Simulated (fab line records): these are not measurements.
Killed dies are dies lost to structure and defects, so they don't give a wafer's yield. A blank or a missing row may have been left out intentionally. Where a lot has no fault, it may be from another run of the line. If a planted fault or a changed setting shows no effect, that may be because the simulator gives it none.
fab line records	flow sky130
record lots=5	wafers=15	last-day=49
route steps=708 shown VT_ADJUST_LVTN@105 VT_ADJUST_NCORE@119 VT_ADJUST_HVTR@131 PAD_OPEN@708
lots with no fault: from the same line, run without faults
start-h: hours from the record's first day to the start of the lot's first wafer shown	wait-h: hours elapsed since this lot's preceding step	" the same as in the row above	L1.1+2: a row that stands for several wafers	- no value, or no start was given	* or withheld: withheld	< > ~ a bound
route shown NAME@n: NAME is a module with steps in the file, n the number in the route of the first one	usual: mean/standard deviation of fault-free wafers	same: alike in all rows	chamber/n: place in a boat	sites: the reading at each site	_std_site: standard deviation of those values	_edge_site: inner sites' mean taken away from outer sites' mean	radius-mm: how far each site lies from the wafer's centre	mask NAME#n: copy n	behind: tool/chamber where the wafer was last shaped	hold: cause of the lot's hold/its duration in hours/its outcome	device: the transistor (n, p or np) that didn't switch	end of line: at the end of the route, the tests of the same wafers	a step given without rows: its recipe and nothing more	killed: at the first sort, the dies lost to defects and structure; wafer yield is something else	map: per-die view of a wafer (x killed, . not killed, _ where there is no die)
set.NAME: setting as actually run; set.NAME@STEP: the setting as run at that earlier step	model.NAME: the simulator's own value behind a step, which no gauge read
lots at some steps of the route; a table a step, a row a wafer
services: when a tool's chamber went out of use (start-h, in hours from the record's first day, below 0 if earlier), for how many hours, and the reason
## steps
# step SKY_VT_ADJUST_LVTN_IMPLANT_08
# recipe species=B	energy-kev=30	dose-cm2=1.57e+12	tilt-deg=withheld
# step SKY_VT_ADJUST_LVTN_STRIP_09
# recipe chemistry=O2/N2	power-w=1400	pressure-mtorr=1500	platen-temp-c=withheld	o2-flow-sccm=3000	n2-flow-sccm=300	overash-fraction=0.5
# usual drypump-motor-current-A=5.8/0.47	oes-product-au=0.722/0.0039	strip-time-to-endpoint-s=36.92/0.09
lot.wafer	tool	chamber	start-h	wait-h	drypump-motor-current-A	oes-product-au	rf-hours-counter-h	strip-time-to-endpoint-s
L611.2	plasma-asher-04	0	154.34	0.1	5.1	0.716	35	37.00
L611.4	"	0	"	"	5.1	0.725	-	36.96
L611.6	"	1	"	"	5.7	0.731	-	36.89
L613.3	plasma-asher-02	1	168.41	0.1	6.4	0.724	-	37.09
L613.4	"	0	"	"	6.3	0.721	-	36.98
L613.5	"	0	"	"	6.2	0.723	-	36.95
L616.2	plasma-asher-02	1	185.03	0.1	6.5	0.719	50	36.91
L616.3	"	1	"	"	6.5	0.731	-	36.99
L616.6	"	1	"	"	6.4	0.718	-	36.98
L620.2	plasma-asher-01	1	211.83	0.1	5.4	0.714	9	37.07
L620.5	"	1	"	"	5.4	0.721	-	36.99
L620.6	"	0	"	"	5.5	0.725	-	36.93
L626.1	plasma-asher-04	1	249.18	0.1	5.7	0.725	44	36.95
L626.5	"	1	"	"	5.7	0.725	-	37.07
L626.6	"	0	"	"	5.2	0.724	-	37.02
# step SKY_VT_ADJUST_LVTN_TW_MEAS_10
# usual VT_ADJUST_LVTN_TW=242.2/1.3
lot.wafer	tool	chamber	start-h	wait-h	VT_ADJUST_LVTN_TW
L611.2	film-metro-04	-	154.45	0.1	241.0
L611.4	"	-	"	"	240.7
L611.6	"	-	"	"	241.8
L613.3	film-metro-02	-	168.50	0.1	242.0
L613.4	"	-	"	"	240.3
L613.5	"	-	"	"	240.7
L616.2	film-metro-02	-	185.14	0.1	241.9
L616.3	"	-	"	"	239.9
L616.6	"	-	"	"	241.4
L620.2	film-metro-04	-	211.94	0.1	242.1
L620.5	"	-	"	"	242.0
L620.6	"	-	"	"	243.6
L626.1	film-metro-04	-	249.28	0.1	242.9
L626.5	"	-	"	"	244.1
L626.6	"	-	"	"	243.5
# step SKY_VT_ADJUST_LVTN_DEHYDRATE_11
# recipe temp-c=200	time-s=60
# step SKY_VT_ADJUST_LVTN_HMDS_12
# recipe prime-time-s=60	prime-temp-c=120
# step SKY_VT_ADJUST_LVTN_COAT_13
# recipe resist=NOVOLAK	spin-rpm=3000	resist-thk-nm=1140
# step SKY_VT_ADJUST_LVTN_SOFTBAKE_14
# recipe temp-c=90	time-s=60	resist=NOVOLAK
# step SKY_VT_ADJUST_LVTN_EXPOSE_15
# recipe mask-id=HVN_STD_DERIVED	na=0.6	source-shape=conventional	sigma-outer=0.6	polarization=unpolarized	target-cd-nm=600	dose-mj=163
# step SKY_VT_ADJUST_LVTN_PEB_16
# recipe temp-c=withheld	time-s=*	resist=NOVOLAK
# step SKY_VT_ADJUST_LVTN_DEVELOP_17
# recipe resist=NOVOLAK	developer=TMAH	develop-time-s=60	dev-temp-c=23
# step SKY_VT_ADJUST_LVTN_OVL_MEAS_18
# usual VT_ADJUST_LVTN_01_OVL=-0.9/1.3
lot.wafer	tool	chamber	start-h	wait-h	VT_ADJUST_LVTN_01_OVL[nm]
L611.2	overlay-01	-	174.81	0.1	-0.3
L611.4	"	-	"	"	-1.2
L611.6	"	-	"	"	-0.2
L613.3	overlay-02	-	189.66	0.1	-0.4
L613.4	"	-	"	"	0.0
L613.5	"	-	"	"	-0.1
L616.2	overlay-01	-	206.80	0.1	-2.1
L616.3	"	-	"	"	-2.8
L616.6	"	-	"	"	-3.5
L620.2	overlay-01	-	234.31	0.1	-2.0
L620.5	"	-	"	"	-0.9
L620.6	"	-	"	"	-0.3
L626.1	overlay-01	-	272.31	0.1	2.1
L626.5	"	-	"	"	2.8
L626.6	"	-	"	"	1.1
# step SKY_VT_ADJUST_LVTN_IMPLANT_19
# recipe species=B	energy-kev=30	dose-cm2=6.5e+11	tilt-deg=withheld
# step SKY_VT_ADJUST_LVTN_STRIP_20
# recipe chemistry=O2/N2	power-w=1400	pressure-mtorr=1500	platen-temp-c=withheld	o2-flow-sccm=3000	n2-flow-sccm=300	overash-fraction=0.5
# usual drypump-motor-current-A=5.9/0.49	oes-product-au=0.716/0.0039	strip-time-to-endpoint-s=14.19/0.045
lot.wafer	tool	chamber	start-h	wait-h	drypump-motor-current-A	oes-product-au	rf-hours-counter-h	strip-time-to-endpoint-s	model.NOVOLAK_of_VT_ADJUST_LVTN_COAT_13.thk-nm
L611.2	plasma-asher-01	1	174.99	0.1	5.4	0.716	5	14.17	0
L611.4	"	1	"	"	5.4	0.719	-	14.13	0
L611.6	"	1	"	"	5.4	0.710	-	14.18	0
L613.3	plasma-asher-02	0	189.86	0.1	6.2	0.720	-	14.15	0
L613.4	"	1	"	"	6.4	0.718	-	14.19	0
L613.5	"	0	"	"	6.3	0.716	-	14.17	0
L616.2	plasma-asher-02	1	206.98	0.1	6.4	0.940	52	-	479.8
L616.3	"	0	"	"	6.3	0.934	-	-	480.5
L616.6	"	0	"	"	6.3	0.931	-	-	477.6
L620.2	plasma-asher-04	0	234.49	0.1	5.1	0.715	42	14.20	0
L620.5	"	1	"	"	5.7	0.713	-	14.22	0
L620.6	"	0	"	"	5.1	0.714	-	14.19	0
L626.1	plasma-asher-04	1	272.49	0.1	5.6	0.707	46	14.27	0
L626.5	"	0	"	"	5.2	0.712	-	14.25	0
L626.6	"	1	"	"	5.6	0.720	-	14.26	0
# step SKY_VT_ADJUST_LVTN_TW_MEAS_21
# usual VT_ADJUST_LVTN_2_TW=189.1/1.3
lot.wafer	tool	chamber	start-h	wait-h	VT_ADJUST_LVTN_2_TW
L611.2	film-metro-01	-	175.10	0.1	191.3
L611.4	"	-	"	"	190.7
L611.6	"	-	"	"	189.9
L613.3	film-metro-02	-	189.95	0.1	188.1
L613.4	"	-	"	"	188.9
L613.5	"	-	"	"	187.9
L616.2	film-metro-04	-	207.09	0.1	189.3
L616.3	"	-	"	"	189.1
L616.6	"	-	"	"	189.2
L620.2	film-metro-02	-	234.60	0.1	187.2
L620.5	"	-	"	"	187.2
L620.6	"	-	"	"	187.8
L626.1	film-metro-01	-	272.59	0.1	190.3
L626.5	"	-	"	"	190.4
L626.6	"	-	"	"	190.0
# step SKY_VT_ADJUST_NCORE_DEHYDRATE_00
# recipe temp-c=200	time-s=60
# step SKY_VT_ADJUST_NCORE_HMDS_01
# recipe prime-time-s=60	prime-temp-c=120
# step SKY_VT_ADJUST_NCORE_COAT_02
# recipe resist=NOVOLAK	spin-rpm=3000	resist-thk-nm=1140
# step SKY_VT_ADJUST_NCORE_SOFTBAKE_03
# recipe temp-c=90	time-s=60	resist=NOVOLAK
# step SKY_VT_ADJUST_NCORE_EXPOSE_04
# recipe mask-id=LVTN_COMPLEMENT_THIN	na=0.6	source-shape=conventional	sigma-outer=0.6	polarization=unpolarized	target-cd-nm=380	dose-mj=139
# step SKY_VT_ADJUST_NCORE_PEB_05
# recipe temp-c=withheld	time-s=*	resist=NOVOLAK
# step SKY_VT_ADJUST_NCORE_DEVELOP_06
# recipe resist=NOVOLAK	developer=TMAH	develop-time-s=60	dev-temp-c=23
# step SKY_VT_ADJUST_NCORE_CD_MEAS_07
# recipe target-cd-nm=380
# usual cd-nm=379.7/2.3
lot.wafer	tool	chamber	start-h	wait-h	cd-nm
L611.2	cd-sem-01	-	196.44	0.2	376.3
L611.4	"	-	"	"	374.6
L611.6	"	-	"	"	377.0
L613.3	cd-sem-02	-	211.98	0.1	380.4
L613.4	"	-	"	"	379.3
L613.5	"	-	"	"	376.7
L616.2	cd-sem-02	-	229.72	0.1	381.3
L616.3	"	-	"	"	382.8
L616.6	"	-	"	"	384.3
L620.2	cd-sem-01	-	257.66	0.1	375.9
L620.5	"	-	"	"	376.3
L620.6	"	-	"	"	377.9
L626.1	cd-sem-01	-	297.55	0.1	374.7
L626.5	"	-	"	"	377.0
L626.6	"	-	"	"	377.7
# step SKY_VT_ADJUST_NCORE_OVL_MEAS_08
# usual VT_ADJUST_NCORE_OVL=-0.8/1.3
lot.wafer	tool	chamber	start-h	wait-h	VT_ADJUST_NCORE_OVL[nm]
L611.2	overlay-01	-	196.54	0.1	0.0
L611.4	"	-	"	"	-2.0
L611.6	"	-	"	"	-1.7
L613.3	overlay-01	-	212.08	0.1	-0.8
L613.4	"	-	"	"	1.2
L613.5	"	-	"	"	-0.6
L616.2	overlay-02	-	229.82	0.1	-0.8
L616.3	"	-	"	"	0.5
L616.6	"	-	"	"	-0.6
L620.2	overlay-02	-	257.77	0.1	1.1
L620.5	"	-	"	"	1.1
L620.6	"	-	"	"	-0.5
L626.1	overlay-02	-	297.67	0.1	0.4
L626.5	"	-	"	"	-1.6
L626.6	"	-	"	"	-1.9
# step SKY_VT_ADJUST_NCORE_IMPLANT_09
# recipe species=B	energy-kev=10	dose-cm2=2.4e+12	tilt-deg=withheld
# step SKY_VT_ADJUST_NCORE_STRIP_10
# recipe chemistry=O2/N2	power-w=1400	pressure-mtorr=1500	platen-temp-c=withheld	o2-flow-sccm=3000	n2-flow-sccm=300	overash-fraction=0.5
# usual drypump-motor-current-A=5.8/0.49	oes-product-au=0.716/0.0046	strip-time-to-endpoint-s=14.18/0.038
lot.wafer	tool	chamber	start-h	wait-h	drypump-motor-current-A	oes-product-au	rf-hours-counter-h	strip-time-to-endpoint-s
L611.2	plasma-asher-02	0	196.72	0.1	6.3	0.714	51	14.19
L611.4	"	1	"	"	6.5	0.715	-	14.20
L611.6	"	0	"	"	6.3	0.713	-	14.19
L613.3	plasma-asher-03	0	212.28	0.1	5.3	0.722	-	14.16
L613.4	"	1	"	"	5.7	0.715	-	14.21
L613.5	"	1	"	"	5.7	0.716	-	14.15
L616.2	plasma-asher-02	1	230.00	0.1	6.4	0.710	54	21.42
L616.3	"	0	"	"	6.3	0.719	-	21.50
L616.6	"	0	"	"	6.3	0.713	-	21.40
L620.2	plasma-asher-03	0	257.95	0.1	5.3	0.717	54	14.18
L620.5	"	0	"	"	5.3	0.707	-	14.20
L620.6	"	1	"	"	5.7	0.710	-	14.24
L626.1	plasma-asher-04	0	297.85	0.1	5.1	0.712	47	14.19
L626.5	"	1	"	"	5.7	0.717	-	14.16
L626.6	"	0	"	"	5.1	0.711	-	14.15
# step SKY_VT_ADJUST_NCORE_TW_MEAS_11
# usual VT_ADJUST_NCORE_TW=220.7/1.4
lot.wafer	tool	chamber	start-h	wait-h	VT_ADJUST_NCORE_TW
L611.2	film-metro-01	-	196.83	0.1	220.7
L611.4	"	-	"	"	219.0
L611.6	"	-	"	"	220.5
L613.3	film-metro-01	-	212.37	0.1	219.8
L613.4	"	-	"	"	221.0
L613.5	"	-	"	"	219.7
L616.2	film-metro-01	-	230.11	0.1	30.3
L616.3	"	-	"	"	30.4
L616.6	"	-	"	"	30.2
L620.2	film-metro-01	-	258.06	0.1	223.4
L620.5	"	-	"	"	222.6
L620.6	"	-	"	"	222.0
L626.1	film-metro-03	-	297.95	0.1	219.6
L626.5	"	-	"	"	218.4
L626.6	"	-	"	"	219.7
# step SKY_VT_ADJUST_HVTR_DEHYDRATE_00
# recipe temp-c=200	time-s=60
# step SKY_PAD_OPEN_PROBE_99
lot.wafer	tool	chamber	start-h	wait-h	model.etest.pfet_16v.r-on-ohm-um	model.etest.nfet_16v.r-on-ohm-um	model.etest.pfet-g5v0d10v5.r-on-ohm-um	model.etest.tip-p.rs-ohm-sq	model.etest.pfet_01v8.r-on-ohm-um	model.etest.tip_p_5v.rs-ohm-sq	model.etest.pfet-g5v0d10v5.drive-ua-um	model.etest.sram-nfet-pass.drive-ua-um
L611.2	prober-01	-	1088.63	0.1	1.492e+04	1.385e+04	4697	6877	2878	2869	345.1	493.4
L611.4	prober-01	-	1088.73	0.2	1.561e+04	1.41e+04	4758	6901	2963	2895	340.2	471.1
L611.6	prober-01	-	1088.83	0.2	1.538e+04	1.398e+04	4729	6887	2900	2907	341.3	485.6
L613.3	prober-01	-	1105.00	0.2	1.534e+04	1.39e+04	4740	6815	2800	2860	345.2	490.5
L613.4	prober-01	-	1105.05	0.2	1.482e+04	1.394e+04	4761	6892	2813	2861	338.9	499
L613.5	prober-01	-	1105.10	0.2	1.538e+04	1.4e+04	4700	6828	2773	2887	344.5	501
L616.2	prober-01	-	1118.82	0.1	1.646e+04	1.225e+04	5993	7696	3457	3093	248.9	590.3
L616.3	prober-01	-	1118.87	0.2	1.657e+04	1.216e+04	6028	7668	3485	3117	247	564.9
L616.6	prober-01	-	1119.02	0.2	1.666e+04	1.239e+04	6189	7578	3589	3088	241.1	562.8
L620.2	prober-01	-	1144.97	0.1	1.516e+04	1.411e+04	4724	6650	2778	2841	347	494.1
L620.5	prober-01	-	1145.12	0.2	1.549e+04	1.426e+04	4788	6666	2751	2848	345.7	499.1
L620.6	prober-01	-	1145.17	0.2	1.569e+04	1.444e+04	4823	6701	2774	2850	338.2	493.5
L626.1	prober-01	-	1169.31	0.1	1.499e+04	1.434e+04	4713	6817	2852	2855	345.7	475.6
L626.5	prober-01	-	1169.51	0.2	1.519e+04	1.424e+04	4662	6846	2895	2871	346.9	496
L626.6	prober-01	-	1169.56	0.2	1.575e+04	1.441e+04	4703	6823	2855	2892	344.3	468.6
# killed by level:class
L611.2 VIA1:geometric-particle:open=9 CONTACT:geometric-particle:open=8 LI_CONTACT:geometric-particle:open=8 METAL1:geometric-particle:short=8 VIA2:geometric-particle:open=8 LOCAL_INTERCONNECT:geometric-particle:short=7 METAL2:geometric-particle:open=6 VIA3:geometric-particle:open=6
L611.4 CONTACT:geometric-particle:open=13 VIA1:geometric-particle:open=10 LI_CONTACT:geometric-particle:open=9 VIA3:geometric-particle:open=9 VIA2:geometric-particle:short=7 CONTACT:geometric-particle:short=7 METAL1:geometric-particle:short=7 VIA1:geometric-particle:short=6
L611.6 VIA3:geometric-particle:open=12 VIA1:geometric-particle:open=12 VIA2:geometric-particle:open=10 METAL1:geometric-particle:short=10 FIELD_ISO:geometric-particle:open=9 CONTACT:geometric-particle:open=9 CONTACT:geometric-particle:short=9 LI_CONTACT:geometric-particle:open=6
L613.3 VIA1:geometric-particle:open=13 LI_CONTACT:geometric-particle:open=9 CONTACT:geometric-particle:open=9 METAL1:geometric-particle:short=8 VIA1:geometric-particle:short=8 METAL2:geometric-particle:short=7 VIA3:geometric-particle:open=5 FIELD_ISO:geometric-particle:short=3
L613.4 CONTACT:geometric-particle:open=11 VIA2:geometric-particle:open=9 VIA1:geometric-particle:open=7 LI_CONTACT:geometric-particle:open=6 CONTACT:geometric-particle:short=5 POLY_GATE:geometric-particle:open=5 VIA1:geometric-particle:short=5 VIA3:geometric-particle:short=5
L613.5 CONTACT:geometric-particle:open=17 VIA1:geometric-particle:open=16 VIA2:geometric-particle:open=9 LI_CONTACT:geometric-particle:open=8 VIA1:geometric-particle:short=8 POLY_GATE:geometric-particle:open=5 METAL2:geometric-particle:short=5 METAL1:geometric-particle:short=4
L620.2 METAL2:geometric-particle:short=12 VIA1:geometric-particle:open=11 CONTACT:geometric-particle:open=10 LI_CONTACT:geometric-particle:open=5 VIA3:geometric-particle:open=5 LOCAL_INTERCONNECT:geometric-particle:short=4 FIELD_ISO:geometric-particle:open=3 POLY_GATE:geometric-particle:short=3
L620.5 CONTACT:geometric-particle:open=13 VIA1:geometric-particle:open=7 METAL2:geometric-particle:short=7 LI_CONTACT:geometric-particle:open=5 LOCAL_INTERCONNECT:geometric-particle:short=5 VIA1:geometric-particle:short=5 METAL3:geometric-particle:short=5 METAL1:geometric-particle:short=4
L620.6 VIA1:geometric-particle:open=12 CONTACT:geometric-particle:open=10 LI_CONTACT:geometric-particle:open=6 SPACER:geometric-particle:short=5 VIA1:geometric-particle:short=5 VIA3:geometric-particle:open=5 METAL4:geometric-particle:short=5 VIA2:geometric-particle:open=4
L626.1 VIA1:geometric-particle:open=16 CONTACT:geometric-particle:open=14 METAL2:geometric-particle:short=8 CONTACT:geometric-particle:short=7 POLY_GATE:geometric-particle:open=6 POLY_GATE:geometric-particle:short=5 METAL1:geometric-particle:short=4 VIA1:geometric-particle:short=4
L626.5 VIA1:geometric-particle:open=10 CONTACT:geometric-particle:open=8 CONTACT:geometric-particle:short=7 FIELD_ISO:geometric-particle:open=6 METAL1:geometric-particle:short=6 FIELD_ISO:geometric-particle:short=5 VIA3:geometric-particle:short=4 LI_CONTACT:geometric-particle:open=4
L626.6 CONTACT:geometric-particle:open=13 VIA1:geometric-particle:open=11 VIA3:geometric-particle:open=10 METAL1:geometric-particle:short=6 VIA2:geometric-particle:open=5 POLY_GATE:geometric-particle:short=4 METAL4:geometric-particle:short=3 POLY_GATE:geometric-particle:open=3
## services
tool	chamber	start-h	hours	kind
plasma-asher-04	-	158.07	13.2	repair
plasma-asher-01	-	158.55	2.8	pm
plasma-asher-02	-	176.10	2.6	repair
plasma-asher-03	-	183.84	3.5	repair
plasma-asher-03	-	187.78	1.6	repair
plasma-asher-02	-	234.23	2.8	pm
plasma-asher-04	-	272.96	14.6	pm
plasma-asher-02	-	277.22	1.8	repair
## key
first-sign step=SKY_VT_ADJUST_LVTN_STRIP_20	reading=oes-product-au	direction=up	sigmas=56	usual=0.716	struck=0.935
effect step=SKY_VT_ADJUST_NCORE_STRIP_10	reading=strip-time-to-endpoint-s	direction=up	sigmas=99+	usual=*	struck=*
effect step=SKY_VT_ADJUST_NCORE_TW_MEAS_11	reading=VT_ADJUST_NCORE_TW	direction=down	sigmas=99+	usual=220.7	struck=30.3
model-effect step=SKY_VT_ADJUST_LVTN_STRIP_20	value=NOVOLAK_of_VT_ADJUST_LVTN_COAT_13.thk-nm	without=0	struck=479.3
model-effect step=SKY_PAD_OPEN_PROBE_99	value=etest.pfet_16v.r-on-ohm-um	without=1.496e+04	struck=1.656e+04
met-at SKY_VT_ADJUST_LVTN_STRIP_20
struck-wafers L616.2,L616.3,L616.6
sort-left-out L616.2,L616.3,L616.6
tester-left-out L616
onset-between 189.86 206.98
fault kind=strip-aborted	tool=plasma-asher-02	chamber=-	onset-h=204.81	steps=SKY_VT_ADJUST_LVTN_STRIP_20	offset=0.67769	end-h=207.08
# tester-left-out: of these lots the tester's yield and bins aren't shown, on N5 and GAA mostly nor the transistor test; their killed dies are dies lost to structure and defects alone, not to doping, threshold or leakage, so they don't give the yield
# sort-left-out: the simulated sort isn't trusted on such a fault, so these wafers' sort isn't shown, and their yield isn't known
